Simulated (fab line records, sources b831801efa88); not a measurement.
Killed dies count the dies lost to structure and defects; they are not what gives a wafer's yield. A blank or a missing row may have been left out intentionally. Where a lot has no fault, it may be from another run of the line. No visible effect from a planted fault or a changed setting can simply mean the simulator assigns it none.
Commonality check across tools :: flow gf180mcu :: Sampled: 11 lots, 33 wafers

## WHY THIS WAS OPENED
2 of 11 lots carry a flag on the reading PSD_TW at GF_PSD_TW_MEAS_11. Fault-free wafers read 3170, with a standard deviation of 25.
Rule: a lot is flagged in two cases, either no wafer of it has a number, or all its wafers with numbers fall more than 4 standard deviations from that mean. As for the other lots, they are considered sound.

lot: L597
measured: day 15 17:49
on: film metro-03
PSD_TW, wafer by wafer: 3144 3120 3151
flag: 

lot: L599
measured: day 16 17:16
on: film metro-04
PSD_TW, wafer by wafer: 3193 3210 3190
flag: 

lot: L604
measured: day 18 03:43
on: film metro-03
PSD_TW, wafer by wafer: 2868 2874 2895
flag: FLAGGED

lot: L605
measured: day 18 11:22
on: film metro-04
PSD_TW, wafer by wafer: 3208 3207 3214
flag: 

lot: L606
measured: day 18 19:31
on: film metro-03
PSD_TW, wafer by wafer: 2871 2883 2864
flag: FLAGGED

lot: L609
measured: day 20 08:31
on: film metro-01
PSD_TW, wafer by wafer: 3186 3191 3182
flag: 

lot: L611
measured: day 20 20:58
on: film metro-01
PSD_TW, wafer by wafer: 3181 3167 3171
flag: 

lot: L613
measured: day 21 13:37
on: film metro-01
PSD_TW, wafer by wafer: 3180 3187 3155
flag: 

lot: L614
measured: day 21 18:30
on: film metro-01
PSD_TW, wafer by wafer: 3178 3184 3184
flag: 

lot: L615
measured: day 22 08:34
on: film metro-03
PSD_TW, wafer by wafer: 3162 3146 3150
flag: 

lot: L617
measured: day 22 21:06
on: film metro-04
PSD_TW, wafer by wafer: 3196 3195 3184
flag: 
The mean of the flagged lots' numbers is 2876, -294 from the usual (-12 standard deviations).

## TOOL THAT RAN EACH LOT
Before the reading, the record contains 2 process steps out of a 602-step route. Read each cell as the tool, then ch plus the chambers that the sampled wafers visited, then the start.
lot: L597
flag: 
GF_PSD_IMPLANT_09: implanter-04 ch 0, day 15 17:35
GF_PSD_STRIP_10: plasma asher-02 ch 1, day 15 17:42

lot: L599
flag: 
GF_PSD_IMPLANT_09: implanter-01 ch 0, day 16 17:02
GF_PSD_STRIP_10: plasma asher-02 ch 0,1, day 16 17:09

lot: L604
flag: FLAGGED
GF_PSD_IMPLANT_09: implanter-01 ch 0, day 18 03:28
GF_PSD_STRIP_10: plasma asher-01 ch 0,1, day 18 03:37

lot: L605
flag: 
GF_PSD_IMPLANT_09: implanter-04 ch 0, day 18 11:07
GF_PSD_STRIP_10: plasma asher-02 ch 0,1, day 18 11:16

lot: L606
flag: FLAGGED
GF_PSD_IMPLANT_09: implanter-01 ch 0, day 18 19:16
GF_PSD_STRIP_10: plasma asher-04 ch 0,1, day 18 19:24

lot: L609
flag: 
GF_PSD_IMPLANT_09: implanter-02 ch 0, day 20 08:16
GF_PSD_STRIP_10: plasma asher-02 ch 0,1, day 20 08:25

lot: L611
flag: 
GF_PSD_IMPLANT_09: implanter-04 ch 0, day 20 20:43
GF_PSD_STRIP_10: plasma asher-04 ch 0,1, day 20 20:52

lot: L613
flag: 
GF_PSD_IMPLANT_09: implanter-04 ch 0, day 21 13:23
GF_PSD_STRIP_10: plasma asher-04 ch 0,1, day 21 13:31

lot: L614
flag: 
GF_PSD_IMPLANT_09: implanter-04 ch 0, day 21 18:15
GF_PSD_STRIP_10: plasma asher-02 ch 0,1, day 21 18:24

lot: L615
flag: 
GF_PSD_IMPLANT_09: implanter-02 ch 0, day 22 08:19
GF_PSD_STRIP_10: plasma asher-02 ch 0,1, day 22 08:27

lot: L617
flag: 
GF_PSD_IMPLANT_09: implanter-04 ch 0, day 22 20:53
GF_PSD_STRIP_10: plasma asher-04 ch 0,1, day 22 21:00
These steps, and what they do:
- GF_PSD_IMPLANT_09
- GF_PSD_STRIP_10: strips in O2/N2.
- GF_PSD_TW_MEAS_11

## FLAGGED OVER TOTAL, TOOL BY TOOL (the gauges that took the reading come last)
step: GF_PSD_IMPLANT_09
tool: implanter-01
lots run: 3
flagged: 2
share of the flagged lots: all
sound lots run after its first flagged lot: 0

step: GF_PSD_IMPLANT_09
tool: implanter-02
lots run: 2
flagged: 0
share of the flagged lots: none
sound lots run after its first flagged lot: -

step: GF_PSD_IMPLANT_09
tool: implanter-04
lots run: 6
flagged: 0
share of the flagged lots: none
sound lots run after its first flagged lot: -

step: GF_PSD_STRIP_10
tool: plasma asher-01
lots run: 1
flagged: 1
share of the flagged lots: some
sound lots run after its first flagged lot: 0

step: GF_PSD_STRIP_10
tool: plasma asher-02
lots run: 6
flagged: 0
share of the flagged lots: none
sound lots run after its first flagged lot: -

step: GF_PSD_STRIP_10
tool: plasma asher-04
lots run: 4
flagged: 1
share of the flagged lots: some
sound lots run after its first flagged lot: 3 (L611,L613,L617)

step: GF_PSD_TW_MEAS_11
tool: film metro-01
lots run: 4
flagged: 0
share of the flagged lots: none
sound lots run after its first flagged lot: -

step: GF_PSD_TW_MEAS_11
tool: film metro-03
lots run: 4
flagged: 2
share of the flagged lots: all
sound lots run after its first flagged lot: 1 (L615)

step: GF_PSD_TW_MEAS_11
tool: film metro-04
lots run: 3
flagged: 0
share of the flagged lots: none
sound lots run after its first flagged lot: -

## WHAT IS ALLOWED BY THE TABLE
Rows of the table that ran all the flagged lots, 2 in number: implanter-01 at GF_PSD_IMPLANT_09; film metro-03 at GF_PSD_TW_MEAS_11.
- implanter-01 at GF_PSD_IMPLANT_09: 2 of its 3 lots flagged. It ran its last sound lot, L599, at day 16 17:02 and its first flagged lot, L604, at day 18 03:28: a fault with its onset between the two fits. Its own readings (beam energy keV) fall more than 4 standard deviations out on all wafers of the flagged lots.
- film metro-03 at GF_PSD_TW_MEAS_11: 2 of its 4 lots flagged. Lots that were sound ran on it after the first flagged one (L615); a persistent fault on the entire tool would not allow that.
What remains is a single tool, implanter-01 at GF_PSD_IMPLANT_09.

## WHAT WAS PUT IN BY THE SIMULATOR
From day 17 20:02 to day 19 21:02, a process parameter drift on implanter-01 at GF_PSD_IMPLANT_09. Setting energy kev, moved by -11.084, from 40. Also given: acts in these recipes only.
Struck lots among those shown: L604, L606. The rule above found the same.
